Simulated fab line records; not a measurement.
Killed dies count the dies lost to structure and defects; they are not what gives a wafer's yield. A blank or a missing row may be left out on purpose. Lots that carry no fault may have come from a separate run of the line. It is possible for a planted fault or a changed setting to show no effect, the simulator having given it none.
Which tool is to blame? | flow sky130 | 36 wafers from 12 lots sampled at 4 of the route's 708 steps

WHAT THE GAUGES SHOWED, per wafer
SKY_CONTACT_RS_MEAS_25: a four-point-probe measurement.
lot  | measured     | on            | CONTACT_W_RS (ohm/sq)
L075 | day 32 07:25 | film metro-02 | 0.329 0.337 0.329
L077 | day 32 14:41 | film metro-03 | 0.335 0.337 0.336
L080 | day 33 15:52 | film metro-01 | 0.347 0.342 0.345
L081 | day 33 21:50 | film metro-03 | 0.339 0.346 0.342
L083 | day 34 16:25 | film metro-02 | 0.334 0.334 0.333
L085 | day 35 15:04 | film metro-01 | 0.345 0.342 0.342
L087 | day 36 02:19 | film metro-01 | 0.339 0.340 0.341
L089 | day 36 10:31 | film metro-02 | 0.334 0.337 0.335
L091 | day 37 00:42 | film metro-01 | 0.344 0.341 0.345
L093 | day 38 00:25 | film metro-01 | 0.339 0.335 0.338
L095 | day 38 08:08 | film metro-02 | 0.338 0.340 0.341
L097 | day 38 21:16 | film metro-03 | 0.330 0.339 0.338

TOOL THAT RAN EACH LOT (tool first, then ch and the chambers of the sampled wafers, then the start)
lot  | SKY_DNWELL_STRIP_08                 | SKY_VT_ADJUST_LVTN_STRIP_09          | SKY_LOCAL_INTERCONNECT_SPUTTER_00
L075 | plasma asher-03 ch 0,1, day 3 12:34 | plasma asher-02 ch 0,1, day 7 06:28  | pvd sputter-02, day 29 21:40
L077 | plasma asher-03 ch 0,1, day 3 21:55 | plasma asher-04 ch 0,1, day 7 19:13  | pvd sputter-04, day 30 04:34
L080 | plasma asher-03 ch 0,1, day 4 13:35 | plasma asher-03 ch 0,1, day 8 13:19  | pvd sputter-04, day 31 07:02
L081 | plasma asher-04 ch 0,1, day 4 16:42 | plasma asher-02 ch 0,1, day 8 17:51  | pvd sputter-04, day 31 12:41
L083 | plasma asher-03 ch 0,1, day 5 07:28 | plasma asher-04 ch 0,1, day 9 11:02  | pvd sputter-04, day 32 08:00
L085 | plasma asher-03 ch 0,1, day 5 20:59 | plasma asher-03 ch 0,1, day 10 04:32 | pvd sputter-01, day 33 08:17
L087 | plasma asher-02 ch 0,1, day 6 03:23 | plasma asher-04 ch 0,1, day 10 11:54 | pvd sputter-01, day 33 19:15
L089 | plasma asher-03 ch 0,1, day 6 12:14 | plasma asher-04 ch 0,1, day 10 22:36 | pvd sputter-01, day 34 04:18
L091 | plasma asher-03 ch 0,1, day 7 00:11 | plasma asher-03 ch 0, day 11 12:13   | pvd sputter-04, day 34 17:57
L093 | plasma asher-04 ch 0,1, day 7 13:23 | plasma asher-02 ch 0,1, day 12 04:40 | pvd sputter-01, day 35 17:44
L095 | plasma asher-02 ch 0,1, day 7 20:04 | plasma asher-02 ch 0, day 12 12:25   | pvd sputter-04, day 36 01:16
L097 | plasma asher-02 ch 0,1, day 8 10:31 | plasma asher-03 ch 0,1, day 13 05:40 | pvd sputter-01, day 36 15:42
- SKY_DNWELL_STRIP_08: strips in O2/N2.
- SKY_VT_ADJUST_LVTN_STRIP_09: strips in O2/N2.
- SKY_LOCAL_INTERCONNECT_SPUTTER_00: material TiN, target thk 100 nm, time 83.3 s.

THE ANSWER, worked out from the rows above alone
Rule: what is usual is taken from the lots themselves. Put in order of their means at a reading, lots are off if they are a third of the lots or fewer, leave a main group of 4 or more, and stand apart from it by a gap of 3 or more times the standard deviation of the main group's means; of several such gaps the widest counts. A main group whose means are all the same, to the digits that the tables above print for the reading, isn't used. Also off: a lot with no number at a reading for which 4 or more lots have one. All remaining lots with rows at the step are treated as sound.
Across all readings shown, no lot is off: no conclusion can be drawn from this.

WHAT THE SIMULATOR PUT IN
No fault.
